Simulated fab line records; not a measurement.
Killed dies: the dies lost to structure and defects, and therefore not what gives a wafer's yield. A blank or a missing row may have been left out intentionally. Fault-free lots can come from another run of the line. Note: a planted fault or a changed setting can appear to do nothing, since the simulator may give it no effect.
fab line records	flow sky130
record: lots: 5	wafers: 15	lastDay: 49
route steps=708 shown SD_P@328 RES_XHIGH@332 SD_N@342
lots untouched by any fault: they come from a run of this same line in which no faults occurred
startH: start of the lot's first displayed wafer, in hours after the record's first day	waitH: hours elapsed since this lot's preceding step	" repeats the value in the row above	L1.1+2: a single row standing in for several wafers	- no value, or no start was given	* or withheld: withheld	< > ~ a bound
route shown NAME@n: names a module that has steps shown in the file, with the first one's number in the route	usual: mean and standard deviation over wafers with no fault	same: alike in all rows	chamber/n: place in a boat	sites: readings site by site	_std_site: standard deviation across them	_edge_site: inner sites' mean taken away from outer sites' mean	radiusMm: how far each site lies from the wafer's centre	mask NAME#n: copy n	behind: the tool/chamber that last shaped the wafer	hold: what put the lot on hold/how long, in hours/how the hold closed	device: whichever transistor did not switch (one of n, p or np)	end of line: tests of these same wafers at the route's end	a step with no rows: only its recipe	killed: at the first sort, the dies lost to defects and structure; wafer yield is something else	map: dies across one wafer; x = killed, . = not, _ = none there
set.NAME: setting as actually run; set.NAME@STEP: the setting as run at that earlier step	model.NAME: the simulator's own value behind a step, which no gauge read
lots seen at some steps along the route; tables by step, rows by wafer
services: a tool's chamber out of use, with start hour (startH, from the record's first day; less than 0 if before it), hours out, and reason
== steps ==
step: SKY_SD_P_OVL_MEAS_08
usual: SD_P_OVL: -0.1/1.4
lot.wafer	tool	chamber	startH	waitH	SD_P_OVL[nm]
L490.3	overlay-01	-	580.83	0.1	-0.5
L490.4	"	-	"	"	1.6
L490.5	"	-	"	"	0.5
L492.2	overlay-02	-	606.77	0.1	-1.3
L492.3	"	-	"	"	-0.9
L492.6	"	-	"	"	-0.2
L499.1	overlay-01	-	673.34	0.1	0.6
L499.2	"	-	"	"	-0.8
L499.4	"	-	"	"	1.6
L503.1	overlay-02	-	700.92	0.1	-1.8
L503.4	"	-	"	"	0.0
L503.5	"	-	"	"	0.2
L508.1	overlay-02	-	730.84	0.1	-1.9
L508.2	"	-	"	"	-1.2
L508.6	"	-	"	"	-1.4
step: SKY_SD_P_IMPLANT_09
recipe: species: BF2	energyKev: 20	doseCm2: 3e+15	tiltDeg: 0
step: SKY_SD_P_STRIP_10
recipe: chemistry: O2/N2	powerW: 1400	pressureMtorr: 1500	platenTempC: withheld	o2FlowSccm: 3000	n2FlowSccm: 300	overashFraction: 0.5
usual: drypumpMotorCurrentA: 5.88/0.22	n2FlowSccm: 300.0/0.87	oesProductAu: 0.617/0.0046	stripTimeToEndpointS: 17.51/0.038
lot.wafer	tool	chamber	startH	waitH	drypumpMotorCurrentA	n2FlowSccm	oesProductAu	rfHoursCounterH	stripTimeToEndpointS
L490.3	plasmaAsher-03	1	581.04	0.1	6.26	299.2	0.610	-	17.51
L490.4	"	0	"	"	5.60	299.1	0.611	-	17.49
L490.5	"	0	"	"	5.61	299.1	0.622	-	17.44
L492.2	plasmaAsher-02	0	606.95	0.1	5.69	301.4	0.620	92	17.55
L492.3	"	1	"	"	5.87	299.1	0.611	-	17.56
L492.6	"	0	"	"	5.67	301.0	0.617	-	17.60
L499.1	plasmaAsher-03	0	673.53	0.1	5.61	299.7	0.624	90	17.51
L499.2	"	1	"	"	6.25	298.9	0.612	90	17.51
L499.4	"	1	"	"	6.25	299.8	0.623	-	17.54
L503.1	plasmaAsher-04	1	701.10	0.1	5.91	299.5	0.616	57	17.55
L503.4	"	0	"	"	5.94	299.6	0.620	-	17.53
L503.5	"	0	"	"	5.92	299.0	0.613	-	17.53
L508.1	plasmaAsher-03	0	731.03	0.1	5.59	299.1	0.615	95	17.48
L508.2	"	1	"	"	6.25	300.4	0.614	95	17.44
L508.6	"	1	"	"	6.28	301.0	0.614	-	17.53
step: SKY_SD_P_TW_MEAS_11
usual: SD_P_TW: 2844/16
lot.wafer	tool	chamber	startH	waitH	SD_P_TW
L490.3	filmMetro-03	-	581.12	0.1	2855
L490.4	"	-	"	"	2852
L490.5	"	-	"	"	2849
L492.2	filmMetro-02	-	607.06	0.1	2849
L492.3	"	-	"	"	2851
L492.6	"	-	"	"	2845
L499.1	filmMetro-02	-	673.63	0.1	2837
L499.2	"	-	"	"	2865
L499.4	"	-	"	"	2827
L503.1	filmMetro-02	-	701.20	0.1	2836
L503.4	"	-	"	"	2842
L503.5	"	-	"	"	2825
L508.1	filmMetro-02	-	731.13	0.1	2810
L508.2	"	-	"	"	2808
L508.6	"	-	"	"	2817
step: SKY_RES_XHIGH_DEHYDRATE_00
recipe: tempC: 200	timeS: 60
step: SKY_RES_XHIGH_HMDS_01
recipe: primeTimeS: 60	primeTempC: 120
step: SKY_RES_XHIGH_COAT_02
recipe: resist: NOVOLAK	spinRpm: 3000	resistThkNm: 1140
step: SKY_RES_XHIGH_SOFTBAKE_03
recipe: tempC: 90	timeS: 60	resist: NOVOLAK
step: SKY_RES_XHIGH_EXPOSE_04
recipe: maskId: URPM	na: 0.6	sourceShape: conventional	sigmaOuter: 0.6	polarization: unpolarized	targetCdNm: 1270	doseMj: 140
step: SKY_RES_XHIGH_PEB_05
recipe: tempC: withheld	timeS: *	resist: NOVOLAK
step: SKY_RES_XHIGH_DEVELOP_06
recipe: resist: NOVOLAK	developer: TMAH	developTimeS: 60	devTempC: 23
step: SKY_RES_XHIGH_IMPLANT_07
recipe: species: BF2	energyKev: 20	doseCm2: 3.6e+14	tiltDeg: 0
step: SKY_RES_XHIGH_STRIP_08
recipe: chemistry: O2/N2	powerW: 1400	pressureMtorr: 1500	platenTempC: withheld	o2FlowSccm: 3000	n2FlowSccm: 300	overashFraction: 0.5
usual: drypumpMotorCurrentA: 5.87/0.24	n2FlowSccm: 299.8/0.97	oesProductAu: 0.711/0.0043	stripTimeToEndpointS: 14.26/0.039
lot.wafer	tool	chamber	startH	waitH	drypumpMotorCurrentA	n2FlowSccm	oesProductAu	rfHoursCounterH	stripTimeToEndpointS	model.NOVOLAK_of_RES_XHIGH_COAT_02.thkNm
L490.3	plasmaAsher-03	0	610.03	0.1	5.62	298.0	0.710	-	14.24	0
L490.4	"	1	"	"	6.25	301.6	0.712	-	14.19	0
L490.5	"	0	"	"	5.63	299.5	0.722	-	14.24	0
L492.2	plasmaAsher-01	0	635.99	0.1	5.65	298.7	0.703	17	14.20	0
L492.3	"	0	"	"	5.60	299.3	0.718	-	14.17	0
L492.6	"	1	"	"	5.74	298.5	0.714	-	14.18	0
L499.1	plasmaAsher-01	1	700.39	0.1	5.73	300.1	0.912	24	-	554.4
L499.2	"	0	"	"	5.55	302.2	0.921	24	-	554.7
L499.4	"	1	"	"	5.70	299.4	0.910	-	-	555.8
L503.1	plasmaAsher-04	1	728.66	0.1	5.93	298.3	0.711	60	14.24	0
L503.4	"	1	"	"	5.91	298.9	0.717	-	14.30	0
L503.5	"	1	"	"	5.91	298.9	0.709	-	14.27	0
L508.1	plasmaAsher-03	1	757.79	0.1	6.27	301.2	0.706	98	14.23	0
L508.2	"	0	"	"	5.59	298.8	0.707	98	14.25	0
L508.6	"	1	"	"	6.26	300.5	0.707	-	14.30	0
step: SKY_RES_XHIGH_TW_MEAS_09
usual: RES_XHIGH_TW: 1648/8.4
lot.wafer	tool	chamber	startH	waitH	RES_XHIGH_TW
L490.3	filmMetro-02	-	610.11	0.1	1646
L490.4	"	-	"	"	1650
L490.5	"	-	"	"	1653
L492.2	filmMetro-03	-	636.10	0.1	1652
L492.3	"	-	"	"	1657
L492.6	"	-	"	"	1652
L499.1	filmMetro-02	-	700.49	0.1	1631
L499.2	"	-	"	"	1647
L499.4	"	-	"	"	1628
L503.1	filmMetro-02	-	728.76	0.1	1645
L503.4	"	-	"	"	1640
L503.5	"	-	"	"	1640
L508.1	filmMetro-03	-	757.89	0.1	1649
L508.2	"	-	"	"	1651
L508.6	"	-	"	"	1659
step: SKY_SD_N_DEHYDRATE_00
recipe: tempC: 200	timeS: 60
step: SKY_SD_N_HMDS_01
recipe: primeTimeS: 60	primeTempC: 120
step: SKY_SD_N_COAT_02
recipe: resist: NOVOLAK	spinRpm: 3000	resistThkNm: 1140
step: SKY_SD_N_SOFTBAKE_03
recipe: tempC: 90	timeS: 60	resist: NOVOLAK
step: SKY_SD_N_EXPOSE_04
recipe: maskId: NSDM	na: 0.6	sourceShape: conventional	sigmaOuter: 0.6	polarization: unpolarized	targetCdNm: 380	doseMj: 141
step: SKY_SD_N_PEB_05
recipe: tempC: withheld	timeS: *	resist: NOVOLAK
step: SKY_SD_N_DEVELOP_06
recipe: resist: NOVOLAK	developer: TMAH	developTimeS: 60	devTempC: 23
step: SKY_SD_N_CD_MEAS_07
recipe: targetCdNm: 380
usual: cdNm: 379.7/2.5
lot.wafer	tool	chamber	startH	waitH	cdNm
L490.3	cdSem-01	-	645.53	7.8	380.2
L490.4	"	-	"	"	379.4
L490.5	"	-	"	"	381.6
L492.2	cdSem-01	-	663.43	0.1	377.5
L492.3	"	-	"	"	378.6
L492.6	"	-	"	"	380.0
L499.1	cdSem-01	-	727.56	0.1	380.6
L499.2	"	-	"	"	381.0
L499.4	"	-	"	"	381.1
L503.1	cdSem-01	-	756.56	0.1	382.3
L503.4	"	-	"	"	381.6
L503.5	"	-	"	"	379.5
L508.1	cdSem-02	-	783.51	0.1	381.4
L508.2	"	-	"	"	381.4
L508.6	"	-	"	"	382.3
step: SKY_SD_N_OVL_MEAS_08
usual: SD_N_OVL: 0.6/1.6
lot.wafer	tool	chamber	startH	waitH	SD_N_OVL[nm]
L490.3	overlay-02	-	645.62	0.1	-1.9
L490.4	"	-	"	"	-2.0
L490.5	"	-	"	"	-1.3
L492.2	overlay-02	-	663.54	0.1	-0.8
L492.3	"	-	"	"	1.8
L492.6	"	-	"	"	2.0
L499.1	overlay-02	-	727.68	0.1	0.7
L499.2	"	-	"	"	0.1
L499.4	"	-	"	"	1.1
L503.1	overlay-02	-	756.68	0.1	1.3
L503.4	"	-	"	"	2.8
L503.5	"	-	"	"	2.7
L508.1	overlay-02	-	783.63	0.1	0.0
L508.2	"	-	"	"	-1.0
L508.6	"	-	"	"	-2.3
step: SKY_SD_N_IMPLANT_09
recipe: species: As	energyKev: 50	doseCm2: 4e+15	tiltDeg: 0
step: SKY_SD_N_IMPLANT_10
recipe: species: P	energyKev: 20	doseCm2: 1e+14	tiltDeg: 0
step: SKY_SD_N_STRIP_11
recipe: chemistry: O2/N2	powerW: 1400	pressureMtorr: 1500	platenTempC: withheld	o2FlowSccm: 3000	n2FlowSccm: 300	overashFraction: 0.5
usual: drypumpMotorCurrentA: 5.82/0.23	n2FlowSccm: 300.1/0.86	oesProductAu: 0.527/0.004	stripTimeToEndpointS: 22.56/0.047
lot.wafer	tool	chamber	startH	waitH	drypumpMotorCurrentA	n2FlowSccm	oesProductAu	rfHoursCounterH	stripTimeToEndpointS
L490.3	plasmaAsher-03	1	645.98	0.1	6.24	300.0	0.527	-	22.55
L490.4	"	0	"	"	5.61	299.8	0.529	-	22.50
L490.5	"	1	"	"	6.26	300.8	0.528	-	22.48
L492.2	plasmaAsher-02	1	663.87	0.1	5.91	298.8	0.529	98	22.59
L492.3	"	0	"	"	5.68	300.3	0.532	-	22.58
L492.6	"	0	"	"	5.70	299.9	0.523	-	22.57
L499.1	plasmaAsher-03	1	728.02	0.1	6.25	302.7	0.584	95	30.92
L499.2	"	0	"	"	5.63	298.9	0.580	95	30.89
L499.4	"	0	"	"	5.63	299.9	0.575	-	30.91
L503.1	plasmaAsher-02	1	757.02	0.1	5.89	299.4	0.532	1	22.52
L503.4	"	1	"	"	5.88	300.3	0.532	-	22.48
L503.5	"	1	"	"	5.89	301.4	0.526	-	22.55
L508.1	plasmaAsher-02	1	783.97	0.1	5.89	297.8	0.532	4	22.53
L508.2	"	0	"	"	5.68	300.6	0.527	4	22.58
L508.6	"	1	"	"	5.90	299.3	0.525	-	22.55
step: SKY_SD_N_TW_MEAS_12
usual: SD_N_TW: 4001/25
lot.wafer	tool	chamber	startH	waitH	SD_N_TW
L490.3	filmMetro-03	-	646.06	0.1	3993
L490.4	"	-	"	"	3993
L490.5	"	-	"	"	4022
L492.2	filmMetro-02	-	663.98	0.1	4014
L492.3	"	-	"	"	4005
L492.6	"	-	"	"	4003
L499.1	filmMetro-02	-	728.12	0.1	30
L499.2	"	-	"	"	30
L499.4	"	-	"	"	30
L503.1	filmMetro-01	-	757.12	0.1	4024
L503.4	"	-	"	"	4011
L503.5	"	-	"	"	3984
L508.1	filmMetro-01	-	784.07	0.1	4017
L508.2	"	-	"	"	4002
L508.6	"	-	"	"	4006
step: SKY_SD_N_CLEAN_13
recipe: chemistry: SC1/SC2	mix: 1:4:20	tempC: 70	timeS: 150	dry: n2Spin
== services ==
tool	chamber	startH	hours	kind
plasmaAsher-04	-	567.41	3.6	repair
plasmaAsher-02	-	589.34	9.6	repair
plasmaAsher-01	-	601.80	28.1	pm
plasmaAsher-04	-	673.12	2.3	repair
plasmaAsher-03	-	682.43	3.5	repair
plasmaAsher-02	-	733.75	9.0	pm
plasmaAsher-02	0	733.75	9.0	ventCycle
plasmaAsher-02	1	733.75	9.0	ventCycle
plasmaAsher-02	0	742.75	-	clean
plasmaAsher-02	1	742.75	-	clean
plasmaAsher-04	-	771.42	4.5	repair
== key ==
firstSign: step: SKY_RES_XHIGH_STRIP_08	reading: oesProductAu	direction: up	sigmas: 48	usual: 0.711	struck: 0.914
effect: step: SKY_SD_N_STRIP_11	reading: stripTimeToEndpointS	direction: up	sigmas: 99+	usual: *	struck: *
effect: step: SKY_SD_N_TW_MEAS_12	reading: SD_N_TW	direction: down	sigmas: 99+	usual: 4001	struck: 30
modelEffect: step: SKY_RES_XHIGH_STRIP_08	value: NOVOLAK_of_RES_XHIGH_COAT_02.thkNm	without: 0	struck: 554.9
metAt SKY_RES_XHIGH_STRIP_08
struckWafers L499.1,L499.2,L499.4
sortLeftOut L499.1,L499.2,L499.4
testerLeftOut L499
onsetBetween 635.99 700.39
fault: kind: stripAborted	tool: plasmaAsher-01	chamber: -	onsetH: 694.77	steps: SKY_RES_XHIGH_STRIP_08	offset: 0.73268	endH: 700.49
testerLeftOut: of these lots the tester's yield and bins aren't shown, on N5 and GAA mostly nor the transistor test; their killed dies are dies lost to structure and defects alone, not to doping, threshold or leakage, so they don't give the yield
sortLeftOut: the simulated sort isn't trusted on such a fault, so these wafers' sort isn't shown, and their yield isn't known
